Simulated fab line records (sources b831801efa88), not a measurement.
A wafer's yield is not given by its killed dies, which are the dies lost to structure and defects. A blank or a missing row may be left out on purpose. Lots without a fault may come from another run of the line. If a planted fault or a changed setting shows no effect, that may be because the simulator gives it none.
fab line records	flow sky130
[record] lots = 11	wafers = 33	lastDay = 49
route steps=708 shown SPACER@304 LI_CONTACT@363 LOCAL_INTERCONNECT@401 CONTACT@410
lots with no fault: from the same line, run without faults
startH: the number of hours between the record's first day and the start of the first shown wafer of the lot	waitH: hours elapsed since this lot's preceding step	" repeats the value in the row above	L1.1+2: one row covering several wafers at once	- no value, or no start was given	* or withheld: withheld	< > ~ a bound
route shown NAME@n: names a module that has steps shown in the file, with the first one's number in the route	usual: average and standard deviation across the fault-free wafers	same: alike in all rows	chamber/n: place in a boat	sites: per-site readings	_std_site: how widely they spread, as a standard deviation	_edge_site: the outer-site mean with the inner-site mean subtracted	radiusMm: how far each site lies from the wafer's centre	mask NAME#n: copy n	behind: the most recent tool/chamber to have shaped the wafer	hold: why the lot went on hold/how many hours it stayed there/how the hold came to an end	device: transistor that didn't switch, given as n, p or np	end of line: the tests these same wafers got at the end of their route	a step given without rows: its recipe and nothing more	killed: at the first sort, the dies lost to defects and structure; wafer yield is something else	map: a wafer's dies, marking killed ones x, the rest . and places with no die _
set.NAME: the setting the step ran with; set.NAME@STEP: the setting that earlier step ran with	model.NAME: the simulator's own value behind a step, which no gauge read
one table for each step of the route and one row for each wafer, over a sample of lots
services: a tool's chamber out of use, with start hour (startH, from the record's first day; less than 0 if before it), hours out, and reason
[[steps]]
[step SKY_SPACER_CVD_00]
[recipe] material = Si3N4	precursor = DCS/NH3	targetThkNm = 43.1	tempC = 770	timeS = 740	pressureMtorr = 250
[usual] spikeTcTopC = 780.3/1
lot.wafer	tool	chamber	startH	waitH	spikeTcTopC
L729.2	lpcvd-02	1	538.79	0.0	779.3
L729.3	"	1	"	"	782.1
L729.6	"	1	"	"	780.2
L731.2	lpcvd-02	0	561.93	0.0	780.6
L731.5	"	0	"	"	782.1
L731.6	"	0	"	"	780.4
L733.2	lpcvd-02	1	583.57	5.2	781.6
L733.4	"	1	"	"	779.6
L733.6	"	1	"	"	781.4
L735.2	lpcvd-02	0	593.13	0.0	780.3
L735.3	"	0	"	"	780.1
L735.6	"	0	"	"	777.9
L736.1	lpcvd-02	1	608.90	0.8	780.4
L736.5	"	1	"	"	781.9
L736.6	"	1	"	"	779.2
L738.1	lpcvd-02	0	621.69	0.0	779.7
L738.2	"	0	"	"	780.7
L738.3	"	0	"	"	779.3
L739.1	lpcvd-02	0	632.99	0.0	778.2
L739.2	"	0	"	"	780.4
L739.6	"	0	"	"	781.0
L740.3	lpcvd-02	1	641.07	0.4	779.9
L740.4	"	1	"	"	781.3
L740.6	"	1	"	"	779.3
L741.2	lpcvd-02	0	647.79	0.0	778.9
L741.3	"	0	"	"	780.9
L741.5	"	0	"	"	779.7
L742.4	lpcvd-02	1	656.83	0.0	777.9
L742.5	"	1	"	"	780.1
L742.6	"	1	"	"	780.5
L743.1	lpcvd-02	1	667.54	0.0	780.6
L743.2	"	1	"	"	781.9
L743.3	"	1	"	"	778.8
[step SKY_SPACER_THK_MEAS_01]
[recipe] reads = Si3N4_of_SPACER_CVD_00
[usual] SPACER_CVD_00_THK = 43.0/0.39
lot.wafer	tool	chamber	startH	waitH	SPACER_CVD_00_THK[nm]
L729.2	filmMetro-04	-	540.00	0.0	43.2
L729.3	"	-	"	"	44.0
L729.6	"	-	"	"	43.7
L731.2	filmMetro-03	-	563.15	0.0	43.2
L731.5	"	-	"	"	43.5
L731.6	"	-	"	"	43.9
L733.2	filmMetro-03	-	584.78	0.0	43.1
L733.4	"	-	"	"	42.9
L733.6	"	-	"	"	42.9
L735.2	filmMetro-03	-	594.96	0.0	43.2
L735.3	"	-	"	"	42.9
L735.6	"	-	"	"	43.2
L736.1	filmMetro-02	-	610.10	0.0	42.2
L736.5	"	-	"	"	42.3
L736.6	"	-	"	"	42.5
L738.1	filmMetro-04	-	622.89	0.0	42.9
L738.2	"	-	"	"	42.8
L738.3	"	-	"	"	43.1
L739.1	filmMetro-04	-	634.20	0.0	43.1
L739.2	"	-	"	"	43.1
L739.6	"	-	"	"	43.2
L740.3	filmMetro-03	-	642.29	0.0	43.1
L740.4	"	-	"	"	43.3
L740.6	"	-	"	"	42.9
L741.2	filmMetro-02	-	649.01	0.0	42.7
L741.3	"	-	"	"	42.7
L741.5	"	-	"	"	42.4
L742.4	filmMetro-02	-	658.07	0.0	32.3
L742.5	"	-	"	"	31.9
L742.6	"	-	"	"	32.0
L743.1	filmMetro-03	-	668.74	0.0	32.7
L743.2	"	-	"	"	32.5
L743.3	"	-	"	"	32.3
[step SKY_SPACER_ETCHBACK_02]
[recipe] chemistry = CH3F/O2	target = Si3N4	stopOn = SiO2	sourceW = 400	biasW = 80	pressureMtorr = 25	ch3fFlowSccm = 40	O2_flow_sccm = 30	timeS = 46.7	targetDepthA = 450
[usual] drypumpMotorCurrentA = 6.0/0.5	oesProductAu = 0.853/0.0065	throttleValvePct = 10.562/0.0085
lot.wafer	tool	chamber	startH	waitH	drypumpMotorCurrentA	oesProductAu	rfHoursCounterH	throttleValvePct
L729.2	rieDiel-01	0	540.05	0.0	5.3	0.863	12	10.561
L729.3	"	3	"	"	5.7	0.855	3	10.559
L729.6	"	3	"	"	5.7	0.862	-	10.557
L731.2	rieDiel-04	0	563.20	0.0	5.9	0.860	10	10.563
L731.5	"	2	"	"	6.2	0.860	-	10.576
L731.6	"	3	"	"	5.2	0.862	-	10.557
L733.2	rieDiel-04	3	584.83	0.0	5.2	0.854	60	10.565
L733.4	"	0	"	"	5.9	0.865	10	10.564
L733.6	"	0	"	"	5.9	0.847	-	10.554
L735.2	rieDiel-02	0	595.01	0.0	6.2	0.868	9	10.559
L735.3	"	0	"	"	6.2	0.845	-	10.573
L735.6	"	2	"	"	5.8	0.860	-	10.562
L736.1	rieDiel-04	1	610.16	0.1	6.6	0.831	40	10.563
L736.5	"	0	"	"	5.9	0.847	-	10.563
L736.6	"	1	"	"	6.6	0.851	-	10.556
L738.1	rieDiel-04	2	622.95	0.1	6.2	0.857	36	10.564
L738.2	"	0	"	"	5.9	0.846	11	10.579
L738.3	"	3	"	"	5.2	0.856	60	10.558
L739.1	rieDiel-01	0	634.26	0.1	5.3	0.860	13	10.568
L739.2	"	3	"	"	5.7	0.851	4	10.549
L739.6	"	1	"	"	6.8	0.857	-	10.554
L740.3	rieDiel-04	3	642.33	0.0	5.1	0.857	61	10.563
L740.4	"	0	"	"	5.9	0.860	11	10.549
L740.6	"	3	"	"	5.2	0.845	-	10.558
L741.2	rieDiel-01	0	649.06	0.0	5.4	0.855	13	10.558
L741.3	"	1	"	"	6.8	0.854	48	10.561
L741.5	"	1	"	"	6.8	0.851	-	10.567
L742.4	rieDiel-02	3	658.10	0.0	5.2	0.732	1	10.549
L742.5	"	1	"	"	5.8	0.727	-	10.533
L742.6	"	0	"	"	6.2	0.734	-	10.546
L743.1	rieDiel-04	0	668.80	0.1	5.9	0.741	12	10.549
L743.2	"	1	"	"	6.5	0.740	41	10.549
L743.3	"	3	"	"	5.2	0.739	61	10.538
[step SKY_LI_CONTACT_THK_MEAS_01]
[recipe] reads = PSG_of_LI_CONTACT_HDPCVD_00
[usual] LI_CONTACT_HDPCVD_THK = 928/9.6
lot.wafer	tool	chamber	startH	waitH	LI_CONTACT_HDPCVD_THK[nm]
L729.2	filmMetro-04	-	658.76	0.1	919
L729.3	"	-	"	"	930
L729.6	"	-	"	"	914
L731.2	filmMetro-04	-	682.56	0.1	933
L731.5	"	-	"	"	928
L731.6	"	-	"	"	930
L733.2	filmMetro-04	-	702.31	0.1	925
L733.4	"	-	"	"	926
L733.6	"	-	"	"	927
L735.2	filmMetro-04	-	712.23	0.1	947
L735.3	"	-	"	"	935
L735.6	"	-	"	"	937
L736.1	filmMetro-01	-	726.76	0.1	899
L736.5	"	-	"	"	924
L736.6	"	-	"	"	925
L738.1	filmMetro-04	-	738.06	0.1	905
L738.2	"	-	"	"	911
L738.3	"	-	"	"	919
L739.1	filmMetro-02	-	747.62	0.1	926
L739.2	"	-	"	"	919
L739.6	"	-	"	"	928
L740.3	filmMetro-01	-	755.78	0.1	935
L740.4	"	-	"	"	931
L740.6	"	-	"	"	937
L741.2	filmMetro-01	-	761.52	0.1	931
L741.3	"	-	"	"	923
L741.5	"	-	"	"	942
L742.4	filmMetro-02	-	771.34	0.0	946
L742.5	"	-	"	"	926
L742.6	"	-	"	"	942
L743.1	filmMetro-01	-	780.66	0.1	945
L743.2	"	-	"	"	939
L743.3	"	-	"	"	937
[step SKY_LOCAL_INTERCONNECT_METAL_ETCH_14]
[recipe] targetDepthNm = 110	stopOn = PSG	chemistry = Cl2/BCl3	target = TiN	resistSidewallDeg = 88	pressureMtorr = 10	icpW = 900	biasW = 48.5	Cl2_flow_sccm = 60	bcl3FlowSccm = 30	timeS = 31.4
[usual] drypumpMotorCurrentA = 5.8/0.36	oesProductAu = 0.943/0.0069	throttleValvePct = 21.899/0.0097
lot.wafer	tool	chamber	startH	waitH	drypumpMotorCurrentA	oesProductAu	rfHoursCounterH	throttleValvePct
L729.2	rieMetal-03	0	715.99	0.1	5.1	0.942	-	21.902
L729.3	"	0	"	"	5.2	0.943	-	21.904
L729.6	"	0	"	"	5.2	0.941	-	21.886
L731.2	rieMetal-03	1	740.27	0.0	5.5	0.947	0	21.898
L731.5	"	0	"	"	5.1	0.950	-	21.894
L731.6	"	1	"	"	5.5	0.953	-	21.881
L733.2	rieMetal-01	1	758.81	0.0	6.4	0.944	12	21.897
L733.4	"	0	"	"	5.8	0.951	-	21.912
L733.6	"	0	"	"	5.8	0.947	-	21.898
L735.2	rieMetal-01	0	768.59	0.0	5.8	0.952	11	21.909
L735.3	"	1	"	"	6.4	0.939	-	21.894
L735.6	"	1	"	"	6.3	0.946	-	21.896
L736.1	rieMetal-04	0	783.43	0.1	6.0	0.945	16	21.885
L736.5	"	0	"	"	6.0	0.944	-	21.899
L736.6	"	0	"	"	6.0	0.933	-	21.917
L738.1	rieMetal-04	0	793.70	0.1	6.0	0.946	16	21.908
L738.2	"	0	"	"	6.0	0.940	-	21.902
L738.3	"	0	"	"	6.0	0.946	-	21.906
L739.1	rieMetal-04	0	803.28	0.1	6.0	0.941	17	21.908
L739.2	"	0	"	"	6.0	0.940	-	21.898
L739.6	"	0	"	"	6.0	0.931	-	21.904
L740.3	rieMetal-01	0	812.28	0.0	5.8	0.939	-	21.898
L740.4	"	1	"	"	6.3	0.947	-	21.889
L740.6	"	0	"	"	5.8	0.944	-	21.889
L741.2	rieMetal-01	0	816.11	0.0	5.8	0.940	13	21.878
L741.3	"	0	"	"	5.8	0.934	-	21.907
L741.5	"	1	"	"	6.3	0.940	-	21.890
L742.4	rieMetal-03	0	827.11	0.0	5.1	0.950	-	21.907
L742.5	"	1	"	"	5.6	0.949	-	21.907
L742.6	"	0	"	"	5.1	0.946	-	21.896
L743.1	rieMetal-01	1	837.11	0.0	6.4	0.945	15	21.885
L743.2	"	0	"	"	5.8	0.946	13	21.904
L743.3	"	1	"	"	6.3	0.940	-	21.908
[step SKY_CONTACT_CMP_04]
[recipe] material = SiO2	downForcePsi = 4	platenRpm = 60	padVelocityMS = 0.94248
[usual] motorCurrentA = 12.3/1.1	slurryFlowMlMin = 150.0/0.42	timeToEndpointS = 82/3.1
lot.wafer	tool	chamber	startH	waitH	motorCurrentA	slurryFlowMlMin	timeToEndpointS
L729.2	cmp-02	3	716.96	0.1	12.7	149.0	82
L729.3	"	1	"	"	11.8	150.1	89
L729.6	"	3	"	"	12.4	150.2	82
L731.2	cmp-01	3	741.29	0.2	12.4	150.2	80
L731.5	"	0	"	"	10.5	149.8	79
L731.6	"	1	"	"	12.0	150.2	82
L733.4	cmp-02	0	759.81	0.2	14.2	150.2	80
L733.2	"	1	"	"	11.4	150.3	81
L733.6	"	0	"	"	14.0	149.7	79
L735.3	cmp-01	1	769.55	0.1	11.9	149.4	81
L735.2	"	2	"	"	12.9	149.7	83
L735.6	"	3	"	"	12.1	150.0	88
L736.1	cmp-02	1	784.34	0.1	11.4	151.0	83
L736.5	"	1	"	"	11.6	150.3	81
L736.6	"	2	"	"	13.5	150.2	83
L738.1	cmp-01	1	794.62	0.1	12.9	149.6	81
L738.3	"	2	"	"	11.8	150.5	81
L738.2	"	3	"	"	12.3	150.1	85
L739.2	cmp-02	2	804.19	0.0	13.6	149.9	88
L739.1	"	0	"	"	14.0	150.0	86
L739.6	"	3	"	"	12.7	150.2	84
L740.4	cmp-01	3	813.13	0.0	12.6	149.5	84
L740.3	"	1	"	"	12.8	149.9	78
L740.6	"	3	"	"	12.4	149.3	82
L741.2	cmp-02	3	817.02	0.1	12.0	150.2	83
L741.3	"	1	"	"	11.3	150.3	89
L741.5	"	3	"	"	11.9	149.8	81
L742.4	cmp-02	3	828.00	0.1	12.8	150.7	83
L742.6	"	2	"	"	12.9	149.7	84
L742.5	"	3	"	"	12.4	151.0	83
L743.1	cmp-01	3	838.09	0.1	12.6	150.3	84
L743.2	"	0	"	"	9.9	150.0	82
L743.3	"	1	"	"	12.5	149.5	83
[[services]]
tool	chamber	startH	hours	kind
cmp-01	-	515.52	13.8	pm
rieMetal-01	-	519.79	2.8	pm
cmp-02	-	528.72	1.1	repair
cmp-01	-	529.82	4.7	pm
lpcvd-02	-	547.04	0.3	repair
cmp-02	-	553.36	6.1	pm
cmp-01	-	560.52	2.2	repair
cmp-01	-	568.23	2.9	repair
cmp-01	-	572.00	4.0	pm
cmp-01	-	573.78	5.1	repair
lpcvd-02	-	578.19	4.3	pm
cmp-02	-	612.81	0.9	repair
cmp-01	-	617.58	1.6	repair
rieDiel-04	-	651.60	2.8	pm
rieDiel-04	-	682.41	0.2	repair
lpcvd-02	-	697.98	2.8	pm
cmp-02	-	717.73	6.8	repair
cmp-02	-	723.81	9.9	repair
lpcvd-02	-	727.10	0.3	repair
rieDiel-04	3	738.49	3.1	repair
cmp-02	-	744.17	4.0	pm
rieDiel-04	3	770.99	3.7	repair
cmp-02	-	776.48	1.2	repair
cmp-02	-	837.05	1.8	repair
[[key]]
[firstSign] step = SKY_SPACER_THK_MEAS_01	reading = SPACER_CVD_00_THK	direction = down	sigmas = 27	usual = 43.0	struck = 32.3
[effect] step = SKY_SPACER_ETCHBACK_02	reading = oesProductAu	direction = down	sigmas = 18	usual = 0.853	struck = 0.736
metAt SKY_SPACER_CVD_00
struckLots L742,L743
struckWafers L742.4,L742.5,L742.6,L743.1,L743.2,L743.3
testerLeftOut L742,L743
notActingAt SKY_LI_CONTACT_THK_MEAS_01,SKY_LOCAL_INTERCONNECT_METAL_ETCH_14,SKY_CONTACT_CMP_04
onsetBetween 641.07 656.83
alsoFits time
[fault] kind = processParameterDrift	tool = lpcvd-02	chamber = 1	onsetH = 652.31	steps = SKY_SPACER_CVD_00	channel = targetThkNm	offset = -10.693	shape = step	endH = 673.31	actsIn = theseRecipesOnly	stated = 43.1
// testerLeftOut: of these lots the tester's yield and bins aren't shown, on N5 and GAA mostly nor the transistor test; their killed dies are dies lost to structure and defects alone, not to doping, threshold or leakage, so they don't give the yield
